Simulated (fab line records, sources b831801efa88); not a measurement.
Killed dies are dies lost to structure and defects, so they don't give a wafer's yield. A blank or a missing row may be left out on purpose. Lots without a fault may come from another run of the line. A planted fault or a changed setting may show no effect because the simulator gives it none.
fab line records | flow sky130
record lots=12 wafers=36 last_day=50
route steps=708 shown NWELL@64 VT_ADJUST_HVTP@95 VT_ADJUST_NCORE@126 VT_ADJUST_HVTR@142 PAD_OPEN@708
lots that met no fault: from a run of the same line without faults
start_h: hours from the record's first day to the start of the lot's first wafer shown | wait_h: hours since the lot's step before | " the same as in the row above | L1.1+2: a row that stands for several wafers | - no value, or no start given | * or withheld: withheld | < > ~ a bound
route shown NAME@n: a module of which the file shows steps, and the number in the route of the first | usual: mean/standard deviation of fault-free wafers | same: alike in all rows | chamber/n: place in a boat | sites: the reading at each site | _std_site: their standard deviation | _edge_site: outer sites' mean less inner sites' | radius_mm: how far each site lies from the wafer's centre | mask NAME#n: copy n | behind: the tool/chamber that last shaped the wafer | hold: why the lot was held/for how many hours/how that ended | device: the transistor (n, p or np) that didn't switch | end of line: the same wafers' tests at the end of the route | a step without rows: its recipe alone | killed: dies lost to structure and defects at the first sort, not the wafer's yield | map: a wafer's dies, x killed, . not, _ none there
set.NAME: the setting as run; set.NAME@STEP: as run at that earlier step | model.NAME: the simulator's own value behind a step, which no gauge read
steps of the route over a sample of lots; a table a step, a row a wafer
services: from which hour (start_h, from the record's first day; less than 0 if before it) a tool's chamber was out of use, for how many hours, and why
## steps
# step SKY_NWELL_IMPLANT_11
# recipe species=P energy_kev=400 dose_cm2=1.9e+13 tilt_deg=withheld
# usual beam_energy_keV=400.00/0.12
# same implant_ion_amu=31
# columns lot.wafer tool chamber start_h wait_h beam_energy_keV
L488.4 implanter-02 0 91.19 0.1 400.00
L488.5 " 0 " " 400.24
L488.6 " 0 " " 400.17
L492.2 implanter-04 0 115.97 0.0 399.93
L492.5 " 0 " " 400.14
L492.6 " 0 " " 399.82
L491.4 implanter-03 0 116.72 0.1 400.00
L491.5 " 0 " " 399.95
L491.6 " 0 " " 399.86
L495.3 implanter-02 0 144.09 0.1 399.97
L495.5 " 0 " " 399.99
L495.6 " 0 " " 399.72
L497.2 implanter-02 0 145.12 0.0 400.06
L497.3 " 0 " " 399.84
L497.4 " 0 " " 400.18
L498.2 implanter-03 0 153.87 0.0 399.98
L498.3 " 0 " " 400.04
L498.5 " 0 " " 400.05
L500.2 implanter-03 0 159.49 0.0 400.03
L500.4 " 0 " " 399.92
L500.5 " 0 " " 399.97
L499.2 implanter-04 0 160.92 0.0 400.10
L499.3 " 0 " " 399.92
L499.4 " 0 " " 400.08
L502.1 implanter-03 0 173.62 0.0 399.97
L502.4 " 0 " " 399.79
L502.5 " 0 " " 399.74
L503.3 implanter-04 0 174.02 0.1 400.15
L503.4 " 0 " " 399.90
L503.6 " 0 " " 399.97
L510.1 implanter-04 0 212.19 0.0 485.52
L510.2 " 0 " " 485.54
L510.4 " 0 " " 485.50
L511.1 implanter-04 0 222.69 0.0 485.40
L511.4 " 0 " " 485.50
L511.5 " 0 " " 485.41
# step SKY_NWELL_RS_MEAS_29
# recipe thk_meas_gauge=four-point-probe
# usual NWELL_RS=624.7/1.7
# columns lot.wafer tool chamber start_h wait_h hold NWELL_RS[ohm/sq]
L488.4 film_metro-01 - 109.29 0.1 - 626.1
L488.5 " - " " - 625.8
L488.6 " - " " - 626.1
L492.2 film_metro-02 - 134.95 0.1 - 626.3
L492.5 " - " " - 623.6
L492.6 " - " " - 625.6
L491.4 film_metro-01 - 136.06 0.1 - 624.5
L491.5 " - " " - 623.9
L491.6 " - " " - 625.6
L495.3 film_metro-02 - 164.09 0.1 - 625.5
L495.5 " - " " - 626.0
L495.6 " - " " - 625.7
L497.2 film_metro-01 - 165.82 0.1 - 623.6
L497.3 " - " " - 624.7
L497.4 " - " " - 622.0
L498.2 film_metro-01 - 174.80 0.1 - 623.2
L498.3 " - " " - 623.7
L498.5 " - " " - 622.7
L500.2 film_metro-01 - 181.18 0.1 - 622.7
L500.4 " - " " - 621.2
L500.5 " - " " - 621.9
L499.2 film_metro-04 - 182.12 0.1 - 623.0
L499.3 " - " " - 624.2
L499.4 " - " " - 624.5
L502.1 film_metro-01 - 195.40 0.1 - 628.8
L502.4 " - " " - 627.4
L502.5 " - " " - 627.7
L503.3 film_metro-02 - 195.79 0.1 - 626.3
L503.4 " - " " - 627.1
L503.6 " - " " - 625.9
L510.1 film_metro-04 - 235.33 0.1 await_dispo/0.2h/release 598.9
L510.2 " - " " await_dispo/0.2h/release 599.7
L510.4 " - " " await_dispo/0.2h/release 597.9
L510.1 film_metro-04 - 235.69 0.3 - 597.7
L510.2 " - " " - 599.4
L510.4 " - " " - 597.5
L511.1 film_metro-04 - 246.00 0.1 await_dispo/0.2h/release 595.0
L511.4 " - " " await_dispo/0.2h/release 596.7
L511.5 " - " " await_dispo/0.2h/release 596.6
L511.1 film_metro-04 - 246.36 0.3 - 596.9
L511.4 " - " " - 598.6
L511.5 " - " " - 597.6
# step SKY_VT_ADJUST_HVTP_STRIP_10
# recipe chemistry=O2/N2 power_w=1400 pressure_mtorr=1500 platen_temp_c=withheld o2_flow_sccm=3000 n2_flow_sccm=300 overash_fraction=0.5
# usual drypump_motor_current_A=5.9/0.39 oes_product_au=0.716/0.0047 strip_time_to_endpoint_s=14.18/0.045
# columns lot.wafer tool chamber start_h wait_h drypump_motor_current_A oes_product_au rf_hours_counter_h strip_time_to_endpoint_s
L488.4 plasma_asher-03 1 128.45 0.1 6.1 0.713 - 14.22
L488.5 " 0 " " 6.5 0.718 - 14.18
L488.6 " 1 " " 6.0 0.715 - 14.24
L492.2 plasma_asher-03 0 154.86 0.1 6.5 0.718 34 14.24
L492.5 " 0 " " 6.5 0.720 - 14.18
L492.6 " 1 " " 6.1 0.713 - 14.20
L491.4 plasma_asher-04 1 154.97 0.1 5.3 0.721 - 14.19
L491.5 " 0 " " 6.0 0.723 - 14.24
L491.6 " 1 " " 5.3 0.711 - 14.27
L495.3 plasma_asher-03 0 185.60 0.1 6.5 0.715 - 14.24
L495.5 " 0 " " 6.4 0.717 - 14.20
L495.6 " 1 " " 6.1 0.716 - 14.21
L497.2 plasma_asher-01 1 186.16 0.1 6.2 0.714 8 14.22
L497.3 " 0 " " 5.5 0.716 - 14.17
L497.4 " 1 " " 6.2 0.718 - 14.20
L498.2 plasma_asher-03 1 196.76 0.1 6.1 0.708 39 14.28
L498.3 " 0 " " 6.5 0.717 - 14.26
L498.5 " 1 " " 6.1 0.716 - 14.21
L500.2 plasma_asher-03 1 203.08 0.1 6.0 0.724 40 14.12
L500.4 " 0 " " 6.5 0.715 - 14.09
L500.5 " 0 " " 6.5 0.716 - 14.12
L499.2 plasma_asher-03 1 203.66 0.1 6.1 0.713 40 14.19
L499.3 " 0 " " 6.5 0.711 - 14.23
L499.4 " 1 " " 6.1 0.718 - 14.18
L502.1 plasma_asher-04 1 217.46 0.1 5.3 0.708 52 14.10
L502.4 " 1 " " 5.3 0.713 - 14.15
L502.5 " 1 " " 5.3 0.712 - 14.14
L503.3 plasma_asher-01 0 219.75 0.1 5.5 0.713 - 14.19
L503.4 " 1 " " 6.2 0.710 - 14.18
L503.6 " 0 " " 5.5 0.712 - 14.13
L510.1 plasma_asher-04 0 259.91 0.1 6.0 0.721 57 14.14
L510.2 " 1 " " 5.3 0.724 57 14.15
L510.4 " 1 " " 5.3 0.713 - 14.16
L511.1 plasma_asher-04 1 270.76 0.1 5.3 0.710 58 14.17
L511.4 " 1 " " 5.4 0.717 - 14.16
L511.5 " 0 " " 6.0 0.716 - 14.20
# step SKY_VT_ADJUST_NCORE_CD_MEAS_07
# recipe target_cd_nm=380
# usual cd_nm=379/3.4
# columns lot.wafer tool chamber start_h wait_h cd_nm
L488.4 cd_sem-01 - 187.04 0.2 378
L488.5 " - " " 379
L488.6 " - " " 377
L492.2 cd_sem-02 - 219.25 0.1 382
L492.5 " - " " 381
L492.6 " - " " 382
L491.4 cd_sem-02 - 219.99 0.1 373
L491.5 " - " " 371
L491.6 " - " " 372
L495.3 cd_sem-01 - 252.45 0.1 381
L495.5 " - " " 383
L495.6 " - " " 382
L497.2 cd_sem-02 - 253.15 0.1 384
L497.3 " - " " 382
L497.4 " - " " 384
L498.2 cd_sem-02 - 264.90 0.1 378
L498.3 " - " " 376
L498.5 " - " " 378
L500.2 cd_sem-01 - 273.45 0.1 377
L500.4 " - " " 382
L500.5 " - " " 380
L499.2 cd_sem-02 - 273.90 0.1 380
L499.3 " - " " 380
L499.4 " - " " 382
L502.1 cd_sem-02 - 288.78 0.1 379
L502.4 " - " " 379
L502.5 " - " " 377
L503.3 cd_sem-01 - 290.67 0.1 379
L503.4 " - " " 381
L503.6 " - " " 379
L510.1 cd_sem-01 - 333.97 0.1 382
L510.2 " - " " 379
L510.4 " - " " 383
L511.1 cd_sem-02 - 346.23 0.1 379
L511.4 " - " " 382
L511.5 " - " " 383
# step SKY_VT_ADJUST_HVTR_TW_MEAS_11
# usual VT_ADJUST_HVTR_TW=212.7/1.5
# columns lot.wafer tool chamber start_h wait_h VT_ADJUST_HVTR_TW
L488.4 film_metro-01 - 209.84 0.1 213.3
L488.5 " - " " 212.9
L488.6 " - " " 213.5
L492.2 film_metro-01 - 242.25 0.1 212.5
L492.5 " - " " 211.5
L492.6 " - " " 212.8
L491.4 film_metro-02 - 243.52 0.1 215.3
L491.5 " - " " 214.5
L491.6 " - " " 214.3
L495.3 film_metro-04 - 277.38 0.1 212.1
L495.5 " - " " 210.8
L495.6 " - " " 212.1
L497.2 film_metro-04 - 278.47 0.1 211.5
L497.3 " - " " 212.0
L497.4 " - " " 212.4
L498.2 film_metro-04 - 289.55 0.1 210.6
L498.3 " - " " 211.1
L498.5 " - " " 209.6
L500.2 film_metro-02 - 298.70 0.1 215.5
L500.4 " - " " 213.3
L500.5 " - " " 214.3
L499.2 film_metro-01 - 299.37 0.1 211.0
L499.3 " - " " 212.8
L499.4 " - " " 211.3
L502.1 film_metro-04 - 314.31 0.1 212.7
L502.4 " - " " 212.3
L502.5 " - " " 212.6
L503.3 film_metro-04 - 316.66 0.1 211.9
L503.4 " - " " 212.0
L503.6 " - " " 212.0
L510.1 film_metro-02 - 361.99 0.1 213.8
L510.2 " - " " 211.9
L510.4 " - " " 213.6
L511.1 film_metro-02 - 374.66 0.1 212.7
L511.4 " - " " 212.6
L511.5 " - " " 212.6
# step SKY_PAD_OPEN_PROBE_99
# usual killed_at_M0_to_M3=44/6.8 killed_at_M4_up=3.1/1.8 killed_at_contacts=25/5.2 killed_at_front_end=15/4.1 killed_at_other=0.3/0.62 killed_dies=88/9.4 killed_open=48/7.1 killed_short=40/6.1
# same gross_dies=492 killed_at_back_side=0
# columns lot.wafer tool chamber start_h wait_h killed_at_M0_to_M3 killed_at_M4_up killed_at_contacts killed_at_front_end killed_at_other killed_dies killed_open killed_short
L510.1 prober-01 - 1198.64 0.1 43 4 16 25 0 88 39 49
L510.2 prober-01 - 1198.69 0.1 41 3 36 16 0 96 54 42
L510.4 prober-01 - 1198.79 0.2 46 6 25 13 0 90 40 48
# killed by level:class
L510.1 METAL2:geometric_particle:short=9 FIELD_ISO:geometric_particle:open=8 VIA1:geometric_particle:open=7 VIA1:geometric_particle:short=7 CONTACT:geometric_particle:short=5 CONTACT:geometric_particle:open=5 VIA3:geometric_particle:open=5 FIELD_ISO:geometric_particle:short=4
L510.2 CONTACT:geometric_particle:open=13 LI_CONTACT:geometric_particle:open=9 VIA1:geometric_particle:open=8 VIA2:geometric_particle:open=7 FIELD_ISO:geometric_particle:short=6 POLY_GATE:geometric_particle:open=6 LOCAL_INTERCONNECT:geometric_particle:short=5 METAL1:geometric_particle:short=5
L510.4 METAL1:geometric_particle:short=12 VIA1:geometric_particle:open=10 LOCAL_INTERCONNECT:geometric_particle:short=9 CONTACT:geometric_particle:open=7 CONTACT:geometric_particle:short=6 FIELD_ISO:geometric_particle:open=5 VIA2:geometric_particle:open=4 METAL1:geometric_particle:open=4
## services
# columns tool chamber start_h hours kind
implanter-04 - 89.64 1.8 repair
plasma_asher-01 - 108.75 9.0 pm
plasma_asher-01 0 108.75 9.0 vent_cycle
plasma_asher-01 1 108.75 9.0 vent_cycle
implanter-04 - 116.39 30.5 pm
plasma_asher-01 0 117.75 - clean
plasma_asher-01 1 117.75 - clean
implanter-04 - 150.60 4.2 repair
plasma_asher-04 - 158.49 7.1 repair
plasma_asher-04 - 165.04 4.0 repair
implanter-04 - 175.38 2.6 repair
implanter-02 - 181.94 1.7 repair
plasma_asher-03 - 199.98 0.7 repair
plasma_asher-03 - 212.78 2.8 pm
implanter-02 - 218.77 2.2 repair
plasma_asher-03 - 247.36 3.9 repair
implanter-03 - 248.69 1.0 repair
## key
first_sign step=SKY_NWELL_IMPLANT_11 reading=beam_energy_keV direction=up sigmas=99+ usual=* struck=*
effect step=SKY_NWELL_RS_MEAS_29 reading=visit direction=added
effect step=SKY_NWELL_RS_MEAS_29 reading=NWELL_RS direction=down sigmas=16 usual=624.7 struck=597.5
met_at SKY_NWELL_IMPLANT_11
struck_lots L510,L511
tester_left_out L510,L511
not_acting_at SKY_VT_ADJUST_HVTP_STRIP_10,SKY_VT_ADJUST_NCORE_CD_MEAS_07,SKY_VT_ADJUST_HVTR_TW_MEAS_11
onset_between 174.02 212.19
fault kind=process_parameter_drift tool=implanter-04 chamber=- onset_h=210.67 steps=SKY_NWELL_IMPLANT_11 channel=energy_kev offset=* shape=step end_h=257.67 acts_in=* stated=*
# tester_left_out: of these lots the tester's yield and bins aren't shown, on N5 and GAA mostly nor the transistor test; their killed dies are dies lost to structure and defects alone, not to doping, threshold or leakage, so they don't give the yield
